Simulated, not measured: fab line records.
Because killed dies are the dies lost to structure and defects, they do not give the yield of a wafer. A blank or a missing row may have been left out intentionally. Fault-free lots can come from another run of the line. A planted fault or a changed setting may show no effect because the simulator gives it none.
fab line records ; flow sky130
record: lots: 12; wafers: 36; lastDay: 51
route steps=708 shown METAL1@436 VIA1@458 PAD_OPEN@708
lots that met no fault: taken from a fault-free run of the same line
startH: start of the lot's first displayed wafer, in hours after the record's first day ; waitH: hours from the lot's prior step to this one ; " same as the row above ; L1.1+2: a single row standing in for several wafers ; - no value, or no start was given ; * or withheld: withheld ; < > ~ a bound
route shown NAME@n: a module of which the file shows steps, and the number in the route of the first ; usual: the fault-free wafers' mean and standard deviation ; same: alike in all rows ; chamber/n: place in a boat ; sites: each site's reading ; _std_site: standard deviation across them ; _edge_site: mean of outer sites minus mean of inner sites ; radiusMm: how far each site lies from the wafer's centre ; mask NAME#n: copy n ; behind: the tool/chamber that last shaped the wafer ; hold: why the lot went on hold/how many hours it stayed there/how the hold came to an end ; device: names the non-switching transistor (n, p or np) ; end of line: tests of these same wafers at the route's end ; a step given without rows: its recipe and nothing more ; killed: the dies lost at the first sort to structure and to defects; this is not the yield of the wafer ; map: dies across one wafer; x = killed, . = not, _ = none there
set.NAME: the run value of the setting; set.NAME@STEP: its run value at that earlier step ; model.NAME: the simulator's own value behind a step, which no gauge read
one table for each step of the route and one row for each wafer, over a sample of lots
services: when a tool's chamber went out of use (startH, in hours from the record's first day, below 0 if earlier), for how many hours, and the reason
== steps ==
step: SKY_METAL1_SPUTTER_02
recipe: material: AlCu; targetThkNm: 250; powerW: 10600; timeS: 13.3; chamberPressurePa: 0.4
usual: throttleValvePct: 30.1/1.2
lot.wafer;tool;chamber;startH;waitH;throttleValvePct
L696.1;pvdSputter-02;-;754.02;0.0;30.1
L696.2;pvdSputter-02;-;754.02;0.0;30.1
L696.6;pvdSputter-02;-;754.02;0.0;30.1
L698.2;pvdSputter-04;-;770.02;0.0;30.6
L698.3;pvdSputter-04;-;770.02;0.0;31.6
L698.6;pvdSputter-04;-;770.02;0.0;29.6
L699.3;pvdSputter-01;-;776.35;0.0;28.1
L699.5;pvdSputter-01;-;776.35;0.0;30.0
L699.6;pvdSputter-01;-;776.35;0.0;28.1
L702.1;pvdSputter-02;-;809.87;0.0;29.9
L702.3;pvdSputter-02;-;809.87;0.0;30.8
L702.5;pvdSputter-02;-;809.87;0.0;30.9
L703.1;pvdSputter-04;-;811.66;0.0;31.7
L703.4;pvdSputter-04;-;811.66;0.0;29.5
L703.5;pvdSputter-04;-;811.66;0.0;31.7
L704.1;pvdSputter-01;-;827.38;0.0;28.0
L704.2;pvdSputter-01;-;827.38;0.0;30.1
L704.5;pvdSputter-01;-;827.38;0.0;28.4
L705.1;pvdSputter-01;-;829.41;0.0;28.3
L705.3;pvdSputter-01;-;829.41;0.0;30.2
L705.5;pvdSputter-01;-;829.41;0.0;30.3
L706.1;pvdSputter-04;-;831.31;0.0;30.5
L706.4;pvdSputter-04;-;831.31;0.0;29.3
L706.6;pvdSputter-04;-;831.31;0.0;30.5
L707.3;pvdSputter-02;-;837.49;0.0;30.9
L707.4;pvdSputter-02;-;837.49;0.0;29.6
L707.6;pvdSputter-02;-;837.49;0.0;29.5
L708.4;pvdSputter-01;-;851.66;0.0;28.2
L708.5;pvdSputter-01;-;851.66;0.0;27.7
L708.6;pvdSputter-01;-;851.66;0.0;30.2
L717.3;pvdSputter-01;-;900.88;0.0;28.2
L717.4;pvdSputter-01;-;900.88;0.0;30.2
L717.5;pvdSputter-01;-;900.88;0.0;30.1
L719.4;pvdSputter-02;-;919.57;0.0;30.0
L719.5;pvdSputter-02;-;919.57;0.0;29.7
L719.6;pvdSputter-02;-;919.57;0.0;30.9
step: SKY_METAL1_ETCH_18
recipe: chemistry: N2/H2; target: BARC; ionEnergyEv: 200; biasW: 100; pressureMtorr: 30; n2FlowSccm: 100; h2FlowSccm: 200; icpW: 500; stopOn: SiO2; timeS: 45.9; targetDepthA: 600
usual: drypumpMotorCurrentA: 5.9/0.53; oesProductAu: 0.856/0.0044; throttleValvePct: 13.223/0.0087
lot.wafer;tool;chamber;startH;waitH;drypumpMotorCurrentA;oesProductAu;rfHoursCounterH;throttleValvePct
L696.1;rieMetal-01;1;781.32;0.0;4.8;0.855;0;13.219
L696.2;rieMetal-01;0;781.32;0.0;6.4;0.860;9;13.209
L696.6;rieMetal-01;1;781.32;0.0;4.8;0.847;-;13.231
L698.2;rieMetal-02;1;797.72;0.0;6.3;0.852;9;13.227
L698.3;rieMetal-02;0;797.72;0.0;5.9;0.855;-;13.217
L698.6;rieMetal-02;0;797.72;0.0;5.9;0.852;-;13.234
L699.3;rieMetal-03;1;803.95;0.0;5.8;0.851;-;13.221
L699.5;rieMetal-03;1;803.95;0.0;5.8;0.858;-;13.229
L699.6;rieMetal-03;0;803.95;0.0;6.2;0.853;-;13.229
L702.1;rieMetal-03;0;835.92;0.0;6.2;0.857;7;13.225
L702.3;rieMetal-03;0;835.92;0.0;6.2;0.853;-;13.238
L702.5;rieMetal-03;1;835.92;0.0;5.8;0.853;-;13.234
L703.1;rieMetal-03;1;838.98;0.0;5.8;0.856;2;13.219
L703.4;rieMetal-03;0;838.98;0.0;6.2;0.861;-;13.240
L703.5;rieMetal-03;1;838.98;0.0;5.8;0.859;-;13.235
L704.1;rieMetal-02;1;855.35;0.0;6.3;0.854;11;13.224
L704.2;rieMetal-02;0;855.35;0.0;5.9;0.860;9;13.225
L704.5;rieMetal-02;1;855.35;0.0;6.3;0.854;-;13.210
L705.1;rieMetal-01;0;856.88;0.0;6.4;0.851;12;13.212
L705.3;rieMetal-01;0;856.88;0.0;6.4;0.859;-;13.221
L705.5;rieMetal-01;1;856.88;0.0;4.8;0.849;-;13.224
L706.1;rieMetal-03;0;859.18;0.0;6.2;0.861;9;13.218
L706.4;rieMetal-03;1;859.18;0.0;5.8;0.861;-;13.212
L706.6;rieMetal-03;0;859.18;0.0;6.1;0.860;-;13.238
L707.3;rieMetal-02;1;864.80;0.0;6.3;0.860;-;13.240
L707.4;rieMetal-02;0;864.80;0.0;5.9;0.857;-;13.224
L707.6;rieMetal-02;0;864.80;0.0;5.9;0.861;-;13.226
L708.4;rieMetal-01;0;878.90;0.0;6.4;0.859;-;13.213
L708.5;rieMetal-01;1;878.90;0.0;4.8;0.854;-;13.225
L708.6;rieMetal-01;0;878.90;0.0;6.4;0.856;-;13.229
L717.3;rieMetal-01;0;927.75;0.0;6.4;0.860;-;13.222
L717.4;rieMetal-01;1;927.75;0.0;4.8;0.860;-;13.232
L717.5;rieMetal-01;0;927.75;0.0;6.4;0.852;-;13.239
L719.4;rieMetal-03;0;945.40;0.0;6.2;0.850;-;13.219
L719.5;rieMetal-03;0;945.40;0.0;6.1;0.853;-;13.228
L719.6;rieMetal-03;1;945.40;0.0;5.8;0.848;-;13.232
step: SKY_VIA1_HDPCVD_00
recipe: material: SiO2; targetThkNm: 1030; sigmaOpenFrac: 0.3; timeS: 171.7; tempC: 400; sih4FlowSccm: 60; pressureMtorr: 6
lot.wafer;tool;chamber;startH;waitH
L696.1+2+6;hdpcvd-02;1,2,2;782.08;0.0
L698.2+3+6;hdpcvd-02;1,2,0;798.51;0.0
L699.3+5+6;hdpcvd-02;1,1,0;804.68;0.0
L702.1+3+5;hdpcvd-01;0,2,2;836.67;0.0
L703.1+4+5;hdpcvd-02;0,1,0;839.72;0.0
L704.1+2+5;hdpcvd-02;1,0,1;856.10;0.0
L705.1+3+5;hdpcvd-01;2,0,2;857.63;0.0
L706.1+4+6;hdpcvd-01;1,2,1;859.93;0.0
L706.1+4+6;hdpcvd-01;1,2,1;860.21;0.2
L707.3+4+6;hdpcvd-02;0,2,1;865.52;0.0
L707.3+4+6;hdpcvd-02;0,2,1;865.80;0.2
L708.4+5+6;hdpcvd-02;2,0,1;879.68;0.1
L717.3+4+5;hdpcvd-02;0,2,0;928.48;0.0
L719.4+5+6;hdpcvd-02;2,0,1;946.18;0.1
step: SKY_VIA1_THK_MEAS_01
recipe: reads: SiO2_of_VIA1_HDPCVD_00
usual: VIA1_HDPCVD_THK: 1039/9.2
lot.wafer;tool;chamber;startH;waitH;VIA1_HDPCVD_THK[nm]
L696.1;filmMetro-04;-;782.19;0.1;1029
L696.2;filmMetro-04;-;782.19;0.1;1042
L696.6;filmMetro-04;-;782.19;0.1;1044
L698.2;filmMetro-04;-;798.63;0.1;1041
L698.3;filmMetro-04;-;798.63;0.1;1055
L698.6;filmMetro-04;-;798.63;0.1;1045
L699.3;filmMetro-02;-;804.81;0.1;1046
L699.5;filmMetro-02;-;804.81;0.1;1034
L699.6;filmMetro-02;-;804.81;0.1;1047
L702.1;filmMetro-04;-;836.78;0.1;1032
L702.3;filmMetro-04;-;836.78;0.1;1016
L702.5;filmMetro-04;-;836.78;0.1;1018
L703.1;filmMetro-04;-;839.83;0.1;1034
L703.4;filmMetro-04;-;839.83;0.1;1025
L703.5;filmMetro-04;-;839.83;0.1;1035
L704.1;filmMetro-04;-;856.21;0.1;1043
L704.2;filmMetro-04;-;856.21;0.1;1035
L704.5;filmMetro-04;-;856.21;0.1;1042
L705.1;filmMetro-04;-;857.74;0.1;1013
L705.3;filmMetro-04;-;857.74;0.1;1026
L705.5;filmMetro-04;-;857.74;0.1;1017
L706.1;filmMetro-02;-;860.32;0.1;2057
L706.4;filmMetro-02;-;860.32;0.1;2048
L706.6;filmMetro-02;-;860.32;0.1;2083
L707.3;filmMetro-04;-;865.93;0.1;2082
L707.4;filmMetro-04;-;865.93;0.1;2061
L707.6;filmMetro-04;-;865.93;0.1;2067
L708.4;filmMetro-02;-;879.77;0.0;1030
L708.5;filmMetro-02;-;879.77;0.0;1038
L708.6;filmMetro-02;-;879.77;0.0;1016
L717.3;filmMetro-03;-;928.61;0.1;1035
L717.4;filmMetro-03;-;928.61;0.1;1045
L717.5;filmMetro-03;-;928.61;0.1;1036
L719.4;filmMetro-03;-;946.26;0.0;1037
L719.5;filmMetro-03;-;946.26;0.0;1031
L719.6;filmMetro-03;-;946.26;0.0;1041
step: SKY_VIA1_BOW_MEAS_03
recipe: mode: bow
usual: VIA1_BOW: 80/7.3
lot.wafer;tool;chamber;startH;waitH;VIA1_BOW[um]
L696.1;filmMetro-04;-;782.55;0.1;75
L696.2;filmMetro-04;-;782.55;0.1;76
L696.6;filmMetro-04;-;782.55;0.1;84
L698.2;filmMetro-04;-;799.00;0.3;85
L698.3;filmMetro-04;-;799.00;0.3;85
L698.6;filmMetro-04;-;799.00;0.3;94
L699.3;filmMetro-04;-;805.19;0.1;77
L699.5;filmMetro-04;-;805.19;0.1;79
L699.6;filmMetro-04;-;805.19;0.1;84
L702.1;filmMetro-04;-;837.14;0.2;79
L702.3;filmMetro-04;-;837.14;0.2;71
L702.5;filmMetro-04;-;837.14;0.2;73
L703.1;filmMetro-02;-;840.19;0.2;81
L703.4;filmMetro-02;-;840.19;0.2;68
L703.5;filmMetro-02;-;840.19;0.2;75
L704.1;filmMetro-03;-;856.57;0.1;89
L704.2;filmMetro-03;-;856.57;0.1;82
L704.5;filmMetro-03;-;856.57;0.1;77
L705.1;filmMetro-02;-;858.40;0.1;75
L705.3;filmMetro-02;-;858.40;0.1;83
L705.5;filmMetro-02;-;858.40;0.1;68
L706.1;filmMetro-02;-;860.70;0.1;82
L706.4;filmMetro-02;-;860.70;0.1;77
L706.6;filmMetro-02;-;860.70;0.1;76
L707.3;filmMetro-03;-;866.31;0.2;91
L707.4;filmMetro-03;-;866.31;0.2;96
L707.6;filmMetro-03;-;866.31;0.2;82
L708.4;filmMetro-04;-;880.16;0.2;85
L708.5;filmMetro-04;-;880.16;0.2;77
L708.6;filmMetro-04;-;880.16;0.2;95
L717.3;filmMetro-04;-;928.99;0.2;74
L717.4;filmMetro-04;-;928.99;0.2;78
L717.5;filmMetro-04;-;928.99;0.2;78
L719.4;filmMetro-04;-;946.65;0.3;80
L719.5;filmMetro-04;-;946.65;0.3;76
L719.6;filmMetro-04;-;946.65;0.3;91
step: SKY_PAD_OPEN_PROBE_99
usual: defectLimitedYield: 82.6/2; killed_at_M0_to_M3: 42/6.7; killed_at_M4_up: 3.0/1.9; killedAtContacts: 24/5.3; killedAtFrontEnd: 16/4.3; killedAtOther: 0.4/0.71; killedDies: 85/9.6; killedOpen: 46/6.5; killedShort: 39/6.7; sort_bin_3_pad_short: 0.9/0.46; sort_bin_5_function: 10.3/1.3; sort_bin_6_memory: 6.2/1.1; sortNPass: 407/9.6; sortYieldPct: 82.6/2
same: grossDies: 492; killedAtBackSide: 0; sort_bin_4_leakage[%]: 0; sort_bin_8_speed[%]: 0
lot.wafer;tool;chamber;startH;waitH;defectLimitedYield[%];killed_at_M0_to_M3;killed_at_M4_up;killedAtContacts;killedAtFrontEnd;killedAtOther;killedDies;killedOpen;killedShort;sort_bin_3_pad_short[%];sort_bin_5_function[%];sort_bin_6_memory[%];sortNPass;sortYieldPct[%]
L698.2;prober-02;-;1112.28;0.1;81.1;54;2;26;11;0;93;52;41;0.6;10.8;7.5;399;81.1
L698.3;prober-02;-;1112.33;0.2;84.8;43;2;19;11;0;75;38;36;0.8;8.3;6.1;417;84.8
L698.6;prober-02;-;1112.48;0.2;83.7;41;5;22;12;0;80;38;41;1.2;10.0;5.1;412;83.7
L699.3;prober-01;-;1117.25;0.2;80.7;54;5;21;15;0;95;47;48;1.4;10.6;7.3;397;80.7
L699.5;prober-01;-;1117.35;0.2;84.1;28;3;29;17;1;78;39;39;1.0;9.1;5.7;414;84.1
L699.6;prober-01;-;1117.40;0.2;83.7;36;0;22;22;0;80;45;35;0.6;9.6;6.1;412;83.7
L706.1;prober-02;-;1159.34;0.1;81.3;58;2;16;15;1;92;51;41;0.4;9.1;9.1;400;81.3
L706.4;prober-02;-;1159.49;0.2;82.9;58;1;13;12;0;84;50;33;1.0;10.4;5.7;408;82.9
L707.3;prober-01;-;1162.91;0.2;79.5;45;7;29;20;0;101;59;42;0.8;14.0;5.7;391;79.5
L707.4;prober-01;-;1162.96;0.2;83.5;41;2;24;14;0;81;38;43;0.8;8.3;7.3;411;83.5
L707.6;prober-01;-;1163.06;0.2;81.9;52;5;22;10;0;89;40;49;1.0;10.6;6.5;403;81.9
killed by level:class
L698.2 VIA1:geometricParticle:open=11 VIA2:geometricParticle:open=10 CONTACT:geometricParticle:open=8 FIELD_ISO:geometricParticle:open=6 METAL2:geometricParticle:short=6 VIA1:geometricParticle:short=5 LI_CONTACT:geometricParticle:open=5 CONTACT:geometricParticle:short=5
L698.3 METAL1:geometricParticle:short=9 VIA2:geometricParticle:open=8 CONTACT:geometricParticle:open=6 VIA1:geometricParticle:open=6 LI_CONTACT:geometricParticle:open=5 LOCAL_INTERCONNECT:geometricParticle:short=4 VIA1:geometricParticle:short=4 METAL3:geometricParticle:short=4
L698.6 CONTACT:geometricParticle:open=8 METAL2:geometricParticle:short=7 VIA2:geometricParticle:open=6 VIA1:geometricParticle:open=6 LOCAL_INTERCONNECT:geometricParticle:short=5 METAL1:geometricParticle:short=5 METAL4:geometricParticle:short=4 LI_CONTACT:geometricParticle:open=4
L699.3 VIA2:geometricParticle:open=12 METAL2:geometricParticle:short=8 CONTACT:geometricParticle:open=8 VIA1:geometricParticle:open=8 VIA1:geometricParticle:short=6 METAL1:geometricParticle:short=5 LI_CONTACT:geometricParticle:open=5 FIELD_ISO:geometricParticle:short=4
L699.5 LI_CONTACT:geometricParticle:open=10 CONTACT:geometricParticle:open=8 CONTACT:geometricParticle:short=6 VIA1:geometricParticle:open=5 LI_CONTACT:geometricParticle:short=5 METAL1:geometricParticle:short=5 METAL2:geometricParticle:short=5 POLY_GATE:geometricParticle:open=4
L699.6 METAL2:geometricParticle:short=11 CONTACT:geometricParticle:open=9 FIELD_ISO:geometricParticle:open=8 VIA1:geometricParticle:open=8 LI_CONTACT:geometricParticle:open=6 POLY_GATE:geometricParticle:short=4 LOCAL_INTERCONNECT:geometricParticle:short=4 METAL1:geometricParticle:short=4
L706.1 VIA1:geometricParticle:open=21 VIA1:geometricParticle:short=10 METAL2:geometricParticle:short=7 METAL1:geometricParticle:short=6 VIA2:geometricParticle:open=6 FIELD_ISO:geometricParticle:short=5 CONTACT:geometricParticle:short=4 LOCAL_INTERCONNECT:geometricParticle:open=3
L706.4 VIA1:geometricParticle:open=12 VIA2:geometricParticle:open=10 CONTACT:geometricParticle:open=7 VIA1:geometricParticle:short=7 METAL2:geometricParticle:open=6 METAL2:geometricParticle:short=5 VIA2:geometricParticle:short=5 VIA3:geometricParticle:open=5
L707.3 LI_CONTACT:geometricParticle:open=11 VIA1:geometricParticle:open=11 CONTACT:geometricParticle:open=9 VIA3:geometricParticle:open=8 VIA1:geometricParticle:short=7 POLY_GATE:geometricParticle:short=6 CONTACT:geometricParticle:short=5 VIA2:geometricParticle:open=5
L707.4 VIA1:geometricParticle:open=11 LOCAL_INTERCONNECT:geometricParticle:short=7 METAL1:geometricParticle:short=6 CONTACT:geometricParticle:open=6 LI_CONTACT:geometricParticle:open=5 VIA2:geometricParticle:open=5 CONTACT:geometricParticle:short=4 VIA3:geometricParticle:open=4
L707.6 VIA1:geometricParticle:open=11 METAL1:geometricParticle:short=10 VIA1:geometricParticle:short=9 CONTACT:geometricParticle:open=7 CONTACT:geometricParticle:short=6 VIA2:geometricParticle:open=6 LI_CONTACT:geometricParticle:open=5 METAL2:geometricParticle:short=5
== services ==
tool;chamber;startH;hours;kind
rieMetal-02;-;730.12;2.3;repair
rieMetal-03;1;730.15;9.5;repair
rieMetal-02;-;740.96;10.0;pm
hdpcvd-01;-;742.69;4.3;pm
hdpcvd-02;-;745.12;2.1;repair
rieMetal-03;1;745.92;4.4;repair
rieMetal-02;-;752.29;0.4;repair
hdpcvd-01;2;754.49;15.6;repair
pvdSputter-01;-;767.14;3.9;repair
rieMetal-01;-;770.47;4.7;repair
rieMetal-03;1;770.71;-;clean
rieMetal-03;1;770.71;18.8;scheduledDown
rieMetal-03;1;770.71;18.8;ventCycle
pvdSputter-01;-;778.36;2.2;repair
pvdSputter-01;-;786.03;4.2;repair
hdpcvd-02;0;789.12;5.7;repair
rieMetal-02;-;836.66;1.1;repair
rieMetal-03;1;846.53;11.9;repair
hdpcvd-01;-;878.92;22.1;repair
pvdSputter-01;-;884.99;2.0;repair
pvdSputter-02;-;887.82;1.0;repair
hdpcvd-02;-;898.95;0.6;repair
pvdSputter-04;-;918.84;2.8;repair
hdpcvd-01;0;943.97;3.6;repair
== key ==
firstSign: step: SKY_VIA1_HDPCVD_00; reading: visit; direction: added
effect: step: SKY_VIA1_THK_MEAS_01; reading: VIA1_HDPCVD_THK; direction: up; sigmas: 99+; usual: 1039; struck: 2066
metAt SKY_VIA1_HDPCVD_00
struckLots L706,L707
notActingAt SKY_METAL1_SPUTTER_02,SKY_METAL1_ETCH_18,SKY_VIA1_BOW_MEAS_03
fault: kind: repeatedStepWhole; tool: hdpcvd-01,hdpcvd-02; chamber: -; onsetH: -; steps: SKY_VIA1_HDPCVD_00; times: 1; scope: struckLotsOnly
